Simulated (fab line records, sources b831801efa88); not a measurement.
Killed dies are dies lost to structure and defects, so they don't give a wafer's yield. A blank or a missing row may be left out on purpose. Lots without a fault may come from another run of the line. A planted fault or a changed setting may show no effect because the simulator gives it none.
A struck lot beside a sound one | flow sky130 | 14 steps out of a route of 708
Sound: wafers L536.4, L536.5, L536.6. Struck: wafers L557.2, L557.4, L557.5. The cause comes at the end.
At each step with rows: each side's tool, then ch and its chambers, then its first start. Under that, the readings that differ: sound wafers | struck wafers | difference of the means | sigmas: that difference in standard deviations of wafers without a fault.
alike: readings whose means differ by less than 2 such deviations, and words and numbers that are the same on both sides. not compared: withheld readings, readings that some wafer has no value for, bounds like >300 that may hide the same value, and numbers for which the record gives no deviation and whose values overlap.
The two part at a step that has a row with sigmas, a row that says differs or no value, or rows on one side only. Numbers that don't overlap but have no deviation are shown without sigmas and don't part them. A reading that every wafer of one side lacks parts them only if that side has two wafers or more.

first, 2 steps without rows for these wafers: SKY_RES_PROTECT_DEVELOP_06 (develop time 60 s); SKY_POLY_GATE_IMPLANT_02.
SKY_RES_PROTECT_STRIP_07: strips in O2/N2.
  sound on plasma_asher-04 ch 0,1, day 15 00:05; struck on plasma_asher-01 ch 0,1, day 23 16:25
  alike: drypump_motor_current_A, oes_product_au, strip_time_to_endpoint_s
  not compared: rf_hours_counter_h
SKY_RES_PROTECT_TW_MEAS_08:
  sound on film_metro-03, day 15 00:11; struck on film_metro-02, day 23 16:32
  reading      | sound          | struck         | difference | sigmas
  POLY_GATE_TW | 4036 4029 4015 | 4116 4103 4130 | +90        | +2
then, 2 steps without rows for these wafers: SKY_RES_PROTECT_CLEAN_09 (cleans in SC1/SC2, time 150 s); SKY_POLY_GATE_CVD_03 (deposits Si3N4 from DCS/NH3, target thk 75 nm, time 1290 s).
SKY_POLY_GATE_THK_MEAS_04:
  sound on film_metro-04, day 15 01:40; struck on film_metro-02, day 23 18:00
  alike: POLY_GATE_CVD_03_THK
then, 5 steps without rows for these wafers: SKY_POLY_GATE_DEHYDRATE_05 (time 60 s); SKY_POLY_GATE_HMDS_06 (prime time 60 s); SKY_POLY_GATE_COAT_07 (resist thk 110 nm); SKY_POLY_GATE_COAT_08 (resist thk 450 nm); SKY_POLY_GATE_SOFTBAKE_09 (time 90 s).
SKY_POLY_GATE_EXPOSE_10: exposes mask P1M, target cd 150 nm.
  sound on krf_scanner-01 ch 0, day 15 15:06; struck on krf_scanner-02, day 24 08:42
  no value came back on the struck wafers for any of 5 readings (exposure_dose_mJ_cm2, focus_offset_nm (nm) and others); on the sound wafers exposure_dose_mJ_cm2 reads 28.16 28.19 28.14
  alike: mask
then, 1 step without rows for these wafers: SKY_POLY_GATE_PEB_11.

WHERE THEY PART
First at SKY_RES_PROTECT_TW_MEAS_08; last, within this record, at SKY_POLY_GATE_EXPOSE_10.

WHY: what the simulator had put in
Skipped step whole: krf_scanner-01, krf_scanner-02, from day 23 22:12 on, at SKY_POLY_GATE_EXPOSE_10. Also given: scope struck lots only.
